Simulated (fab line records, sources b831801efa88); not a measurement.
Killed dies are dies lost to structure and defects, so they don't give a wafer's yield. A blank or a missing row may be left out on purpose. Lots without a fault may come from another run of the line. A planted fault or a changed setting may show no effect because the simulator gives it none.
Which tool did it? | flow sky130 | 11 lots, 33 wafers sampled, at 5 steps of a route of 708

WHAT THE GAUGES READ, wafer by wafer
SKY_SD_N_OVL_MEAS_08.
lot  | measured     | on         | SD_N_OVL (nm)
L202 | day 27 17:13 | overlay-02 | 1.8 0.9 1.3
L211 | day 30 18:25 | overlay-02 | 1.6 -1.2 0.4
L213 | day 31 18:43 | overlay-01 | -1.2 -2.8 -3.8
L214 | day 31 23:34 | overlay-01 | -2.0 -2.3 0.8
L215 | day 32 16:25 | overlay-01 | 1.8 3.1 2.3
L220 | day 34 06:31 | overlay-01 | -1.3 -0.2 -0.2
L219 | day 34 10:23 | overlay-02 | -1.2 0.1 -0.8
L221 | day 34 11:17 | overlay-01 | 0.7 0.6 1.9
L222 | day 34 13:19 | overlay-01 | 1.7 0.1 0.6
L223 | day 35 00:08 | overlay-02 | 0.2 2.1 0.5
L225 | day 35 07:44 | overlay-01 | -1.5 1.8 0.2

SKY_LI_CONTACT_RS_MEAS_22: measures by four-point-probe.
lot  | measured     | on            | LI_CONTACT_W_RS (ohm/sq)
L202 | day 29 00:25 | film_metro-02 | 0.283 0.287 0.288
L211 | day 32 00:29 | film_metro-01 | 0.278 0.280 0.313
L213 | day 33 00:05 | film_metro-04 | 0.286 0.284 0.284
L214 | day 33 05:38 | film_metro-04 | 0.322 0.282 0.281
L215 | day 33 22:04 | film_metro-02 | 0.281 0.284 0.285
L220 | day 35 11:40 | film_metro-04 | 0.286 0.288 0.280
L219 | day 35 15:13 | film_metro-01 | 0.280 0.279 0.287
L221 | day 35 16:59 | film_metro-01 | 0.286 0.287 0.289
L222 | day 35 18:35 | film_metro-04 | 0.288 0.288 0.278
L223 | day 36 04:43 | film_metro-01 | 0.289 0.285 0.287
L225 | day 36 12:57 | film_metro-02 | 0.279 0.283 0.283

SKY_LI_CONTACT_THK_MEAS_23: measures by xrf.
lot  | measured     | on            | LI_CONTACT_W_THK (nm)
L202 | day 29 00:32 | film_metro-02 | 401 393 397
L211 | day 32 00:37 | film_metro-01 | 396 388 349
L213 | day 33 00:12 | film_metro-04 | 394 398 394
L214 | day 33 05:45 | film_metro-04 | 351 401 400
L215 | day 33 22:11 | film_metro-02 | 401 401 401
L220 | day 35 11:46 | film_metro-04 | 396 395 406
L219 | day 35 15:19 | film_metro-01 | 393 394 385
L221 | day 35 17:05 | film_metro-01 | 386 383 380
L222 | day 35 18:42 | film_metro-04 | 395 394 409
L223 | day 36 04:50 | film_metro-01 | 389 391 387
L225 | day 36 13:04 | film_metro-02 | 405 399 399

WHICH TOOL RAN EACH LOT (tool, then ch and the chambers of the sampled wafers, then the start)
lot  | SKY_LI_CONTACT_ETCH_15             | SKY_LI_CONTACT_CVD_21
L202 | rie_diel-03 ch 0,1, day 28 23:47   | cvd_w-01 ch 0,1, day 29 00:18
L211 | rie_diel-01 ch 0,1, day 31 23:50   | cvd_w-02 ch 0,1, day 32 00:22
L213 | rie_diel-01 ch 1,2,3, day 32 23:26 | cvd_w-01 ch 0,1, day 32 23:57
L214 | rie_diel-03 ch 2,3, day 33 04:59   | cvd_w-02 ch 0,1, day 33 05:30
L215 | rie_diel-01 ch 1,2,3, day 33 21:14 | cvd_w-01 ch 0,1, day 33 21:56
L220 | rie_diel-01 ch 1,3, day 35 10:59   | cvd_w-02 ch 0,1, day 35 11:31
L219 | rie_diel-01 ch 0,1, day 35 14:32   | cvd_w-02 ch 0,1, day 35 15:04
L221 | rie_diel-01 ch 0,1, day 35 16:11   | cvd_w-01 ch 0, day 35 16:45
L222 | rie_diel-04 ch 0,1,2, day 35 17:56 | cvd_w-02 ch 0,1, day 35 18:27
L223 | rie_diel-01 ch 0,1,3, day 36 04:05 | cvd_w-01 ch 0,1, day 36 04:36
L225 | rie_diel-01 ch 1,3, day 36 12:17   | cvd_w-01 ch 0,1, day 36 12:49
- SKY_LI_CONTACT_ETCH_15: etches PSG in C4F8/O2/Ar, stops on Si, target depth 600 nm.
- SKY_LI_CONTACT_CVD_21: deposits W, target thk 400 nm, time 120.56 s.

WHAT THE TOOLS THEMSELVES READ (means of the sampled wafers that have a number; where no wafer has one, the mark that the record gives instead)
SKY_LI_CONTACT_ETCH_15.
lot  | tool        | oes_product_au (a.u.)
L202 | rie_diel-03 | 0.832
L211 | rie_diel-01 | 0.836
L213 | rie_diel-01 | 0.837
L214 | rie_diel-03 | 0.833
L215 | rie_diel-01 | 0.832
L220 | rie_diel-01 | 0.836
L219 | rie_diel-01 | 0.840
L221 | rie_diel-01 | 0.832
L222 | rie_diel-04 | 0.830
L223 | rie_diel-01 | 0.835
L225 | rie_diel-01 | 0.833

SKY_LI_CONTACT_CVD_21.
lot  | tool     | heater_power_w (W) | susceptor_temp_C (C)
L202 | cvd_w-01 | 894                | 400.15
L211 | cvd_w-02 | 877                | 398.38
L213 | cvd_w-01 | 900                | 400.13
L214 | cvd_w-02 | 866                | 397.96
L215 | cvd_w-01 | 885                | 399.90
L220 | cvd_w-02 | 838                | 400.03
L219 | cvd_w-02 | 877                | 399.98
L221 | cvd_w-01 | 915                | 400.07
L222 | cvd_w-02 | 844                | 399.88
L223 | cvd_w-01 | 905                | 399.93
L225 | cvd_w-01 | 908                | 400.23

THE ANSWER, worked out from the rows above alone
Rule: what is usual is taken from the lots themselves. Put in order of their means at a reading, lots are off if they are a third of the lots or fewer, leave a main group of 4 or more, and stand apart from it by a gap of 3 or more times the standard deviation of the main group's means; of several such gaps the widest counts. A main group whose means are all the same, to the digits that the tables above print for the reading, isn't used. A lot without any number at a reading at which 4 lots or more have one is off too. The other lots that the step has rows for count as sound. The gauges are gone through in route order, then the tools' own readings, and for those a lot's mean is taken as printed above. The first step at which some lot is off is used, and at that step the reading that is off furthest; a lot without a number counts as furthest.
Off: L211, L214, at SKY_LI_CONTACT_CVD_21 (susceptor_temp_C). The main group: mean 400.03 C, standard deviation 0.11.
A tool fits if, at that step or a process step before it, it ran every lot that is off, and no sound lot after the first of them. None of those tried fits.

WHAT THE SIMULATOR HAD PUT IN
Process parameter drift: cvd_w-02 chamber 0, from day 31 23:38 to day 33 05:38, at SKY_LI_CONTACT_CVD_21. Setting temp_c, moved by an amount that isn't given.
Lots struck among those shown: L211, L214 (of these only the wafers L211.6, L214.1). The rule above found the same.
